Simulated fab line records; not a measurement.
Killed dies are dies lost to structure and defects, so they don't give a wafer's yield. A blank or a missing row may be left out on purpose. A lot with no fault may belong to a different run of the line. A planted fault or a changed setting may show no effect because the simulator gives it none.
fab line records	flow sfqLine
record: lots: 7	wafers: 21	lastDay: 87
route steps=325 shown M7@285 I7@296 M8@311
lots with no fault: from the same line, run without faults
startH: hours from the record's first day to the start of the lot's first wafer shown	waitH: hours from the lot's prior step to this one	" the same as in the row above	L1.1+2: one row covering several wafers at once	- no value, or no start was given	* or withheld: withheld	< > ~ a bound
route shown NAME@n: NAME is a module with steps in the file, n the number in the route of the first one	usual: the fault-free wafers' mean and standard deviation	same: alike in all rows	chamber/n: place in a boat	sites: readings site by site	_std_site: standard deviation across them	_edge_site: mean of outer sites minus mean of inner sites	radiusMm: how far each site lies from the wafer's centre	mask NAME#n: copy n	behind: the last tool/chamber to shape the wafer	hold: what put the lot on hold/how long, in hours/how the hold closed	device: the n, p or np transistor that did not switch	end of line: the same wafers' tests at the end of the route	where a step has no rows: the recipe by itself	killed: not the wafer's yield, but the dies lost to structure and defects at the first sort	map: a wafer's dies, x killed, . not, _ none there
set.NAME: the setting that was run; set.NAME@STEP: the one run at that earlier step	model.NAME: the simulator's own value behind a step, which no gauge read
lots at selected steps of the route; one table per step, one row per wafer
services: from which hour (startH, from the record's first day; less than 0 if before it) a tool's chamber was out of use, for how many hours, and why
== steps ==
step: SFQ_TRILAYER_M7_LITHO_COAT_182
recipe: resist: BARC	spinRpm: 3000	resistThkNm: 62
step: SFQ_TRILAYER_M7_LITHO_COAT_177
recipe: resist: KrF	spinRpm: 3000	resistThkNm: 600
step: SFQ_TRILAYER_M7_LITHO_SOFTBAKE_181
recipe: tempC: withheld	timeS: withheld	resist: KrF
step: SFQ_TRILAYER_M7_LITHO_EXPOSE_178
recipe: maskId: M7	na: 0.6	sourceShape: conventional	sigmaOuter: 0.65	targetCdNm: 500	doseMj: 14.4
step: SFQ_TRILAYER_M7_LITHO_PEB_180
recipe: pebTempC: 115	pebTimeS: 60	resist: KrF
step: SFQ_TRILAYER_M7_LITHO_DEVELOP_179
recipe: timeS: 60	resist: KrF
step: SFQ_M7_OVL_MEAS_945
usual: M7_OVL: 1/6.4
lot.wafer	tool	chamber	startH	waitH	M7_OVL[nm]
L831.2	overlay-02	-	1829.53	0.1	10
L831.3	"	-	"	"	13
L831.4	"	-	"	"	10
L838.2	overlay-02	-	1929.45	0.1	1
L838.4	"	-	"	"	4
L838.5	"	-	"	"	-2
L839.2	overlay-02	-	1930.65	0.1	3
L839.3	"	-	"	"	12
L839.5	"	-	"	"	12
L840.1	overlay-02	-	1937.85	0.1	11
L840.2	"	-	"	"	0
L840.5	"	-	"	"	6
L847.1	overlay-01	-	1978.65	0.1	-2
L847.5	"	-	"	"	0
L847.6	"	-	"	"	0
L848.2	overlay-01	-	1981.06	0.1	-8
L848.4	"	-	"	"	-6
L848.6	"	-	"	"	-8
L850.1	overlay-01	-	1989.45	0.1	2
L850.3	"	-	"	"	0
L850.4	"	-	"	"	1
step: SFQ_TRILAYER_M7_BARC_OPEN_METAL_ETCH_229
recipe: maskMaterial: PR	chemistry: O2	targetDepthNm: 125	target: BARC	icpW: 600	biasW: 80	pressureMtorr: 10	timeS: 41.7
usual: drypumpMotorCurrentA: 5.8/0.37	oesProductAu: 0.684/0.0046
lot.wafer	tool	chamber	startH	waitH	drypumpMotorCurrentA	oesProductAu	rfHoursCounterH
L831.2	rieMetal-04	0	1829.56	0.0	5.0	0.677	41
L831.3	"	0	"	"	5.0	0.686	-
L831.4	"	1	"	"	5.8	0.683	-
L838.2	rieMetal-04	1	1929.50	0.0	5.8	0.685	-
L838.4	"	1	"	"	5.8	0.683	-
L838.5	"	1	"	"	5.8	0.679	-
L839.2	rieMetal-02	0	1930.68	0.0	5.7	0.680	1
L839.3	"	1	"	"	5.7	0.682	-
L839.5	"	0	"	"	5.6	0.679	-
L840.1	rieMetal-01	0	1937.88	0.0	6.1	0.675	81
L840.2	"	1	"	"	6.3	0.689	121
L840.5	"	1	"	"	6.3	0.678	-
L847.1	rieMetal-02	1	1978.69	0.0	5.8	0.681	73
L847.5	"	1	"	"	5.8	0.686	-
L847.6	"	0	"	"	5.6	0.676	-
L848.2	rieMetal-02	1	1981.09	0.0	5.7	0.681	73
L848.4	"	1	"	"	5.7	0.685	-
L848.6	"	0	"	"	5.6	0.684	-
L850.1	rieMetal-02	0	1989.49	0.0	5.6	0.685	11
L850.3	"	1	"	"	5.8	0.687	-
L850.4	"	0	"	"	5.6	0.684	-
step: SFQ_TRILAYER_M7_ETCH_METAL_ETCH_180
recipe: target: Nb	stopOn: SiO2	maskMaterial: PR	chemistry: Cl2/Ar	targetDepthNm: 240	icpW: 600	biasW: 80	pressureMtorr: 10	timeS: 120
step: SFQ_TRILAYER_M7_STRIP_STRIP_181
recipe: gas: O2	powerW: 200	platenTempC: 40	overashFraction: 0.65	chemistry: O2	pressureMtorr: 50
usual: drypumpMotorCurrentA: 5.8/0.37	oesProductAu: 1.002/0.016
lot.wafer	tool	chamber	startH	waitH	drypumpMotorCurrentA	oesProductAu	rfHoursCounterH
L831.2	rieMetal-04	0	1829.74	0.1	5.0	0.997	41
L831.3	"	0	"	"	5.0	0.993	-
L831.4	"	1	"	"	5.8	1.021	-
L838.2	rieMetal-04	1	1930.05	0.4	5.8	1.006	-
L838.4	"	1	"	"	5.8	1.008	-
L838.5	"	1	"	"	5.8	1.009	-
L839.2	rieMetal-02	0	1930.87	0.1	5.7	0.987	1
L839.3	"	1	"	"	5.8	0.980	-
L839.5	"	0	"	"	5.6	1.006	-
L840.1	rieMetal-01	0	1938.07	0.1	6.1	1.031	81
L840.2	"	1	"	"	6.3	1.003	122
L840.5	"	1	"	"	6.3	1.017	-
L847.1	rieMetal-02	1	1978.87	0.1	5.8	0.986	73
L847.5	"	1	"	"	5.7	0.975	-
L847.6	"	0	"	"	5.7	0.998	-
L848.2	rieMetal-02	1	1981.27	0.1	5.7	0.985	73
L848.4	"	1	"	"	5.8	0.984	-
L848.6	"	0	"	"	5.6	1.012	-
L850.1	rieMetal-02	0	1989.67	0.1	5.6	1.000	12
L850.3	"	1	"	"	5.7	0.982	-
L850.4	"	0	"	"	5.6	0.995	-
step: SFQ_TRILAYER_M7_STRIP_SOLV_CLEAN_182
recipe: chemistry: NMP	tempC: 70	timeS: 600
step: SFQ_TRILAYER_I7_DEP_PECVD_183
recipe: material: SiO2	tempC: 150	timeS: 111.11	pressureTorr: 2.4	rfW: 183.3	precursor: SiH4/N2O	targetThkNm: 500
usual: heaterPowerW: 97/17	throttleValvePct: 25.5/1.1
lot.wafer	tool	chamber	startH	waitH	heaterPowerW	throttleValvePct
L831.2	pecvd-03	2	1830.51	0.0	113	25.6
L831.3	"	0	"	"	88	24.8
L831.4	"	2	"	"	116	25.9
L838.2	pecvd-03	2	1931.23	0.0	114	26.1
L838.4	"	1	"	"	122	26.1
L838.5	"	0	"	"	84	24.4
L839.2	pecvd-04	2	1931.64	0.0	66	24.1
L839.3	"	1	"	"	88	24.4
L839.5	"	0	"	"	83	23.0
L840.1	pecvd-02	1	1938.84	0.0	96	25.1
L840.2	"	0	"	"	85	27.7
L840.5	"	0	"	"	90	27.5
L847.1	pecvd-04	2	1979.82	0.0	71	24.2
L847.5	"	2	"	"	73	24.2
L847.6	"	0	"	"	84	23.1
L848.2	pecvd-02	1	1982.22	0.0	89	24.9
L848.4	"	0	"	"	86	27.5
L848.6	"	1	"	"	94	25.3
L850.1	pecvd-03	2	1990.44	0.0	112	25.5
L850.3	"	1	"	"	126	26.3
L850.4	"	1	"	"	126	26.1
step: SFQ_TRILAYER_I7_CMP_CMP_184
recipe: material: SiO2	downForcePsi: 3	platenRpm: 60	padVelocityMS: 0.94248
usual: edgeZonePressureFrac: 1.000/0.0047	headPressurePsi: 3.000/0.0071	motorCurrentA: 9.9/1.5	retainingRingPressureFrac: 0.999/0.0047	timeToEndpointS: 218/6.4
lot.wafer	tool	chamber	startH	waitH	edgeZonePressureFrac	headPressurePsi	motorCurrentA	retainingRingPressureFrac	timeToEndpointS	model.SiO2_of_TRILAYER_I7_DEP_PECVD_183.thkNm
L831.3	cmp-02	3	1830.84	0.3	1.007	3.017	9.4	1.002	219	201.4
L831.4	"	1	1831.84	1.3	1.002	2.993	11.7	1.005	228	199.4
L831.2	"	2	"	"	1.003	3.002	8.9	1.008	215	201.3
L838.2	cmp-01	1	1931.54	0.3	-	-	-	-	-	496.2
L838.4	"	3	1932.54	1.2	-	-	-	-	-	493.4
L838.5	"	1	1933.54	2.2	-	-	-	-	-	496.6
L839.2	cmp-02	1	1933.52	1.8	-	-	-	-	-	491.8
L839.3	"	2	"	"	-	-	-	-	-	491.6
L839.5	"	1	1935.52	3.8	-	-	-	-	-	502
L840.2	cmp-01	0	1939.42	0.5	-	-	-	-	-	486.9
L840.1	"	2	1940.42	1.5	-	-	-	-	-	490.6
L840.5	"	3	"	"	-	-	-	-	-	500.6
L847.1	cmp-02	1	1990.61	10.8	1.004	3.002	11.8	1.002	220	201.1
L847.5	"	2	"	"	0.994	3.010	8.9	1.001	229	200.4
L847.6	"	3	"	"	1.002	2.997	9.2	1.009	221	202.4
L848.2	cmp-01	0	1992.92	10.7	1.000	3.000	8.7	1.010	209	200.6
L848.4	"	1	"	"	1.012	2.995	9.4	0.994	221	198.3
L848.6	"	1	1995.42	13.1	1.002	3.002	10.2	1.001	218	200.4
L850.3	cmp-02	2	2001.11	10.6	0.999	2.997	8.9	1.003	219	201.4
L850.4	"	3	"	"	1.001	3.001	9.2	0.996	224	200.5
L850.1	"	0	"	"	1.009	3.005	9.6	0.996	219	201.6
step: SFQ_I7_BOW_MEAS_946
recipe: mode: bow
usual: I7_BOW: 3/12
lot.wafer	tool	chamber	startH	waitH	I7_BOW[um]
L831.2	filmMetro-03	-	1833.86	1.0	-8
L831.3	"	-	"	"	-15
L831.4	"	-	"	"	-22
L838.2	filmMetro-04	-	1934.56	2.5	9
L838.4	"	-	"	"	7
L838.5	"	-	"	"	2
L839.2	filmMetro-02	-	1936.54	2.5	6
L839.3	"	-	"	"	2
L839.5	"	-	"	"	5
L840.1	filmMetro-04	-	1941.92	1.0	2
L840.2	"	-	"	"	-21
L840.5	"	-	"	"	-2
L847.1	filmMetro-02	-	1992.11	1.0	2
L847.5	"	-	"	"	-8
L847.6	"	-	"	"	-7
L848.2	filmMetro-02	-	1995.94	2.5	1
L848.4	"	-	"	"	3
L848.6	"	-	"	"	-8
L850.1	filmMetro-02	-	2004.11	1.5	-6
L850.3	"	-	"	"	1
L850.4	"	-	"	"	3
step: SFQ_TRILAYER_I7_METRO_MEASURE_185
usual: thkNm: 200.8/1
lot.wafer	tool	chamber	startH	waitH	thkNm
L831.2	filmMetro-03	-	1834.16	0.3	201.2
L831.3	"	-	"	"	201.5
L831.4	"	-	"	"	199.2
L838.2	filmMetro-04	-	1934.86	0.3	496.5
L838.4	"	-	"	"	493.5
L838.5	"	-	"	"	496.3
L839.2	filmMetro-02	-	1936.84	0.3	491.8
L839.3	"	-	"	"	491.5
L839.5	"	-	"	"	501.8
L840.1	filmMetro-04	-	1942.04	0.1	489.9
L840.2	"	-	"	"	486.9
L840.5	"	-	"	"	500.4
L847.1	filmMetro-02	-	1992.23	0.1	201.0
L847.5	"	-	"	"	200.5
L847.6	"	-	"	"	202.4
L848.2	filmMetro-02	-	1996.24	0.3	200.6
L848.4	"	-	"	"	198.6
L848.6	"	-	"	"	200.3
L850.1	filmMetro-02	-	2004.23	0.1	201.6
L850.3	"	-	"	"	201.4
L850.4	"	-	"	"	200.3
step: SFQ_TRILAYER_I7_VIA_LITHO_COAT_192
recipe: resist: BARC	spinRpm: 3000	resistThkNm: 62
step: SFQ_TRILAYER_I7_VIA_LITHO_COAT_187
recipe: resist: KrF	spinRpm: 3000	resistThkNm: 650
step: SFQ_TRILAYER_I7_VIA_LITHO_SOFTBAKE_191
recipe: tempC: withheld	timeS: withheld	resist: KrF
step: SFQ_TRILAYER_I7_VIA_LITHO_EXPOSE_188
recipe: maskId: I7	na: 0.6	sourceShape: conventional	sigmaOuter: 0.65	targetCdNm: 1000	doseMj: 21.3
step: SFQ_TRILAYER_I7_VIA_LITHO_PEB_190
recipe: pebTempC: 115	pebTimeS: 60	resist: KrF
step: SFQ_TRILAYER_I7_VIA_LITHO_DEVELOP_189
recipe: timeS: 60	resist: KrF
step: SFQ_I7_OVL_MEAS_947
usual: I7_OVL: 1/6.5
lot.wafer	tool	chamber	startH	waitH	I7_OVL[nm]
L831.2	overlay-01	-	1919.07	0.1	9
L831.3	"	-	"	"	-1
L831.4	"	-	"	"	9
L838.2	overlay-02	-	2017.16	0.1	14
L838.4	"	-	"	"	13
L838.5	"	-	"	"	15
L839.2	overlay-01	-	2020.76	0.1	-6
L839.3	"	-	"	"	-2
L839.5	"	-	"	"	-2
L840.1	overlay-01	-	2024.35	0.1	3
L840.2	"	-	"	"	6
L840.5	"	-	"	"	-1
L847.1	overlay-01	-	2062.72	0.1	8
L847.5	"	-	"	"	9
L847.6	"	-	"	"	9
L848.2	overlay-01	-	2069.93	0.1	-4
L848.4	"	-	"	"	-3
L848.6	"	-	"	"	-5
L850.1	overlay-02	-	2080.72	0.1	-12
L850.3	"	-	"	"	-10
L850.4	"	-	"	"	-3
step: SFQ_TRILAYER_I7_VIA_BARC_OPEN_VIA_ETCH_260
recipe: maskMaterial: PR	chemistry: O2	targetDepthNm: 125	target: BARC	sourceW: 500	biasW: 80	pressureMtorr: 30	timeS: 41.7
usual: drypumpMotorCurrentA: 5.6/0.3	oesProductAu: 0.686/0.0045
lot.wafer	tool	chamber	startH	waitH	drypumpMotorCurrentA	oesProductAu	rfHoursCounterH
L831.2	rieDiel-04	3	1919.10	0.0	5.4	0.686	4
L831.3	"	0	"	"	5.3	0.683	4
L831.4	"	2	"	"	5.6	0.688	0
L838.2	rieDiel-04	2	2017.19	0.0	5.6	0.688	1
L838.4	"	0	"	"	5.3	0.689	-
L838.5	"	3	"	"	5.4	0.689	-
L839.2	rieDiel-02	2	2020.79	0.0	6.0	0.692	7
L839.3	"	0	"	"	5.6	0.690	18
L839.5	"	1	"	"	5.0	0.678	-
L840.1	rieDiel-01	1	2024.39	0.0	5.8	0.679	11
L840.2	"	0	"	"	5.8	0.693	19
L840.5	"	3	"	"	5.2	0.683	-
L847.1	rieDiel-04	3	2062.76	0.0	5.4	0.680	6
L847.5	"	2	"	"	5.6	0.691	-
L847.6	"	0	"	"	5.3	0.681	-
L848.2	rieDiel-01	0	2069.96	0.0	5.8	0.690	20
L848.4	"	1	"	"	5.8	0.679	-
L848.6	"	0	"	"	5.8	0.690	-
L850.1	rieDiel-01	1	2080.76	0.0	5.9	0.682	12
L850.3	"	2	"	"	6.0	0.685	10
L850.4	"	3	"	"	5.2	0.683	-
step: SFQ_TRILAYER_I7_VIA_ETCH_VIA_ETCH_190
recipe: target: SiO2	stopOn: Nb	maskMaterial: PR	taperDeg: 20	chemistry: CHF3	targetDepthNm: 260	sourceW: 500	biasW: 80	pressureMtorr: 30	timeS: withheld
usual: drypumpMotorCurrentA: 5.6/0.3	oesProductAu: 0.856/0.0052
lot.wafer	tool	chamber	startH	waitH	drypumpMotorCurrentA	oesProductAu	model.I7.featureDepthNm	model.etch.depthNm
L831.2	rieDiel-04	3	1919.14	0.0	5.4	0.866	201.3	201.3
L831.3	"	0	"	"	5.3	0.857	201.4	201.4
L831.4	"	2	"	"	5.6	0.849	199.4	199.4
L838.2	rieDiel-04	2	2017.22	0.0	5.6	1.621	259.9	259.9
L838.4	"	0	"	"	5.3	1.660	266.4	266.4
L838.5	"	3	"	"	5.4	1.648	265.3	265.3
L839.2	rieDiel-02	2	2020.82	0.0	6.0	1.593	253.5	253.5
L839.3	"	0	"	"	5.6	1.635	263	263
L839.5	"	1	"	"	5.0	1.629	259.4	259.4
L840.1	rieDiel-01	1	2024.42	0.0	5.9	1.602	257.2	257.2
L840.2	"	0	"	"	5.8	1.678	271.1	271.1
L840.5	"	3	"	"	5.2	1.668	269	269
L847.1	rieDiel-04	3	2062.80	0.0	5.4	0.859	201.1	201.1
L847.5	"	2	"	"	5.6	0.857	200.4	200.4
L847.6	"	0	"	"	5.3	0.857	202.4	202.4
L848.2	rieDiel-01	0	2070.00	0.0	5.9	0.863	200.6	200.6
L848.4	"	1	"	"	5.8	0.840	198.3	198.3
L848.6	"	0	"	"	5.8	0.862	200.4	200.4
L850.1	rieDiel-01	1	2080.80	0.0	5.8	0.856	201.6	201.6
L850.3	"	2	"	"	6.1	0.857	201.4	201.4
L850.4	"	3	"	"	5.2	0.851	200.5	200.5
step: SFQ_TRILAYER_I7_VIA_STRIP_STRIP_191
recipe: gas: O2	powerW: 200	platenTempC: 40	overashFraction: 0.65	chemistry: O2	pressureMtorr: 50
usual: drypumpMotorCurrentA: 5.68/0.27	oesProductAu: 0.993/0.012
lot.wafer	tool	chamber	startH	waitH	drypumpMotorCurrentA	oesProductAu	rfHoursCounterH
L831.2	rieMetal-04	1	1919.45	-	5.84	0.996	-
L831.3	"	1	"	"	5.84	1.003	-
L831.4	"	1	"	"	5.84	0.998	-
L838.2	rieMetal-02	1	2017.34	-	5.73	0.978	79
L838.4	"	1	"	"	5.73	0.977	-
L838.5	"	0	"	"	5.65	0.999	-
L839.2	rieMetal-03	1	2020.94	-	5.98	0.998	7
L839.3	"	1	"	"	5.97	0.992	-
L839.5	"	0	"	"	5.94	0.985	-
L840.1	rieMetal-02	1	2024.54	-	5.75	0.981	79
L840.2	"	0	"	"	5.62	1.005	16
L840.5	"	0	"	"	5.62	0.989	-
L847.1	rieMetal-02	0	2062.91	-	5.66	1.008	19
L847.5	"	0	"	"	5.65	0.993	-
L847.6	"	1	"	"	5.72	0.970	-
L848.2	rieMetal-04	1	2070.11	-	5.82	1.002	12
L848.4	"	0	"	"	5.04	0.980	-
L848.6	"	0	"	"	5.04	0.982	-
L850.1	rieMetal-02	0	2080.91	-	5.66	1.005	20
L850.3	"	0	"	"	5.68	1.010	-
L850.4	"	1	"	"	5.74	0.987	-
step: SFQ_TRILAYER_I7_VIA_STRIP_SOLV_CLEAN_192
recipe: chemistry: NMP	tempC: 70	timeS: 600
step: SFQ_TRILAYER_M8_LITHO_LOR_COAT_197
recipe: resist: lift-off	spinRpm: 3000
step: SFQ_TRILAYER_M8_LITHO_LOR_BAKE_198
recipe: resist: lift-off	tempC: withheld	timeS: withheld
step: SFQ_TRILAYER_M8_LITHO_COAT_193
recipe: resist: KrF	spinRpm: 3000	resistThkNm: 600
step: SFQ_TRILAYER_M8_LITHO_SOFTBAKE_199
recipe: tempC: withheld	timeS: withheld	resist: KrF
step: SFQ_TRILAYER_M8_LITHO_EXPOSE_194
recipe: maskId: M8	na: 0.6	sourceShape: conventional	sigmaOuter: 0.65	targetCdNm: 2000	doseMj: 14.4
step: SFQ_TRILAYER_M8_LITHO_PEB_196
recipe: pebTempC: 115	pebTimeS: 60	resist: KrF
step: SFQ_TRILAYER_M8_LITHO_DEVELOP_195
recipe: imgClearS: 15	timeS: 55	resist: KrF
step: SFQ_M8_OVL_MEAS_948
usual: M8_OVL: 1/5.2
lot.wafer	tool	chamber	startH	waitH	M8_OVL[nm]
L831.2	overlay-01	-	1923.55	0.1	5
L831.3	"	-	"	"	7
L831.4	"	-	"	"	0
L838.2	overlay-02	-	2021.12	0.1	-7
L838.4	"	-	"	"	-8
L838.5	"	-	"	"	-5
L839.2	overlay-02	-	2024.72	0.1	6
L839.3	"	-	"	"	-2
L839.5	"	-	"	"	1
L840.1	overlay-02	-	2028.28	0.1	-6
L840.2	"	-	"	"	5
L840.5	"	-	"	"	-2
L847.1	overlay-01	-	2066.51	0.1	3
L847.5	"	-	"	"	-2
L847.6	"	-	"	"	5
L848.2	overlay-01	-	2077.24	0.1	6
L848.4	"	-	"	"	10
L848.6	"	-	"	"	12
L850.1	overlay-01	-	2084.48	0.1	6
L850.3	"	-	"	"	9
L850.4	"	-	"	"	6
step: SFQ_TRILAYER_M8_DEP_EVAP_197
recipe: material: Ti	angularSpreadDeg: 1	targetThkNm: 20	timeS: 100	powerW: 2000
step: SFQ_TRILAYER_M8_DEP_EVAP_198
recipe: material: Pt	angularSpreadDeg: 1	targetThkNm: 50	timeS: 250	powerW: 2000
step: SFQ_TRILAYER_M8_DEP_EVAP_196
recipe: material: Au	angularSpreadDeg: 1	targetThkNm: 180	timeS: 900	powerW: 2000
step: SFQ_M8_RS_MEAS_949
recipe: thkMeasGauge: four-point-probe	reads: Au_of_TRILAYER_M8_DEP_EVAP_196+Pt_of_TRILAYER_M8_DEP_EVAP_198+Ti_of_TRILAYER_M8_DEP_EVAP_197
usual: M8_AU_RS: 0.1539/0.0028
lot.wafer	tool	chamber	startH	waitH	M8_AU_RS[ohm/sq]
L831.2	filmMetro-04	-	1924.35	0.3	0.1497
L831.3	"	-	"	"	0.1500
L831.4	"	-	"	"	0.1539
L838.2	filmMetro-03	-	2021.91	0.3	0.1544
L838.4	"	-	"	"	0.1543
L838.5	"	-	"	"	0.1552
L839.2	filmMetro-03	-	2025.51	0.3	0.1547
L839.3	"	-	"	"	0.1515
L839.5	"	-	"	"	0.1553
L840.1	filmMetro-03	-	2029.06	0.3	0.1582
L840.2	"	-	"	"	0.1584
L840.5	"	-	"	"	0.1541
L847.1	filmMetro-04	-	2067.29	0.3	0.1495
L847.5	"	-	"	"	0.1496
L847.6	"	-	"	"	0.1530
L848.2	filmMetro-04	-	2078.04	0.3	0.1566
L848.4	"	-	"	"	0.1526
L848.6	"	-	"	"	0.1538
L850.1	filmMetro-03	-	2085.26	0.3	0.1578
L850.3	"	-	"	"	0.1560
L850.4	"	-	"	"	0.1590
step: SFQ_M8_THK_MEAS_950
recipe: thkMeasGauge: xrf	reads: Au_of_TRILAYER_M8_DEP_EVAP_196
usual: M8_AU_THK: 180/3.2
lot.wafer	tool	chamber	startH	waitH	M8_AU_THK[nm]
L831.2	filmMetro-04	-	1924.46	0.1	185
L831.3	"	-	"	"	185
L831.4	"	-	"	"	179
L838.2	filmMetro-03	-	2022.02	0.1	181
L838.4	"	-	"	"	181
L838.5	"	-	"	"	181
L839.2	filmMetro-03	-	2025.62	0.1	180
L839.3	"	-	"	"	183
L839.5	"	-	"	"	180
L840.1	filmMetro-03	-	2029.18	0.1	177
L840.2	"	-	"	"	178
L840.5	"	-	"	"	181
L847.1	filmMetro-04	-	2067.41	0.1	185
L847.5	"	-	"	"	184
L847.6	"	-	"	"	181
L848.2	filmMetro-04	-	2078.15	0.1	176
L848.4	"	-	"	"	181
L848.6	"	-	"	"	180
L850.1	filmMetro-03	-	2085.38	0.1	176
L850.3	"	-	"	"	178
L850.4	"	-	"	"	175
step: SFQ_TRILAYER_M8_LIFTOFF_LIFTOFF_197
recipe: tempC: 80	timeS: 600	chemistry: NMP
step: SFQ_M8_BOW_MEAS_951
recipe: mode: bow
usual: M8_BOW: 4/13
lot.wafer	tool	chamber	startH	waitH	M8_BOW[um]	model.etest.i7.linkOhm
L831.2	filmMetro-01	-	1924.72	0.0	-7	1.037
L831.3	"	-	"	"	-14	1.058
L831.4	"	-	"	"	-21	1.043
L838.2	filmMetro-04	-	2022.27	0.0	8	1e+06
L838.4	"	-	"	"	8	1e+06
L838.5	"	-	"	"	2	1e+06
L839.2	filmMetro-04	-	2025.87	0.0	6	1e+06
L839.3	"	-	"	"	2	1e+06
L839.5	"	-	"	"	6	1e+06
L840.1	filmMetro-04	-	2029.41	0.0	1	1e+06
L840.2	"	-	"	"	-23	1e+06
L840.5	"	-	"	"	-3	1e+06
L847.1	filmMetro-03	-	2067.64	0.0	3	1.054
L847.5	"	-	"	"	-6	1.043
L847.6	"	-	"	"	-6	1.058
L848.2	filmMetro-03	-	2078.39	0.0	1	1.054
L848.4	"	-	"	"	5	1.036
L848.6	"	-	"	"	-7	1.033
L850.1	filmMetro-04	-	2085.61	0.0	-7	1.076
L850.3	"	-	"	"	-1	1.074
L850.4	"	-	"	"	3	1.071
== services ==
tool	chamber	startH	hours	kind
rieDiel-01	-	1807.19	15.6	pm
filmMetro-02	-	1819.08	0.7	pm
filmMetro-02	-	1839.69	1.7	pm
rieDiel-04	3	1849.04	14.0	repair
cmp-02	-	1885.38	0.3	repair
cmp-02	-	1889.40	0.7	repair
rieMetal-04	-	1895.26	4.0	pm
rieDiel-04	0	1896.11	1.3	repair
rieDiel-01	1	1900.79	4.1	repair
rieMetal-02	-	1900.98	2.8	pm
rieDiel-01	-	1912.22	0.2	repair
rieMetal-04	0	1914.14	24.2	repair
rieDiel-01	1	1919.80	9.3	repair
rieDiel-01	3	1927.79	6.2	repair
filmMetro-02	-	1941.87	0.8	pm
cmp-02	-	1949.72	0.9	repair
rieDiel-04	1	2008.34	16.7	repair
rieDiel-04	-	2013.14	1.5	repair
cmp-02	-	2017.92	15.5	repair
rieDiel-04	1	2058.55	6.9	repair
filmMetro-02	-	2063.96	0.6	pm
filmMetro-02	-	2066.26	6.7	pm
rieDiel-01	2	2069.91	9.1	repair
rieDiel-04	2	2074.15	9.2	repair
== key ==
firstSign: step: SFQ_TRILAYER_I7_CMP_CMP_184	reading: toolRecord	direction: missing
effect: step: SFQ_TRILAYER_I7_METRO_MEASURE_185	reading: thkNm	direction: up	sigmas: 99+	usual: 200.8	struck: 494.3
effect: step: SFQ_TRILAYER_I7_VIA_ETCH_VIA_ETCH_190	reading: oesProductAu	direction: up	sigmas: 99+	usual: 0.856	struck: 1.637
modelEffect: step: SFQ_TRILAYER_I7_CMP_CMP_184	value: SiO2_of_TRILAYER_I7_DEP_PECVD_183.thkNm	without: 201.2	struck: 494.4
modelEffect: step: SFQ_TRILAYER_I7_VIA_ETCH_VIA_ETCH_190	value: I7.featureDepthNm	without: 201.2	struck: 262.8
modelEffect: step: SFQ_M8_BOW_MEAS_951	value: etest.i7.linkOhm	without: 1.049	struck: 1e+06
metAt SFQ_TRILAYER_I7_CMP_CMP_184
struckWafers L838.2,L838.4,L838.5,L839.2,L839.3,L839.5,L840.1,L840.2,L840.5
onsetBetween 1830.84 1931.54
fault: kind: skippedStepWhole	tool: cmp-01,cmp-02	chamber: -	onsetH: 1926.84	steps: SFQ_TRILAYER_I7_CMP_CMP_184	scope: struckLotsOnly
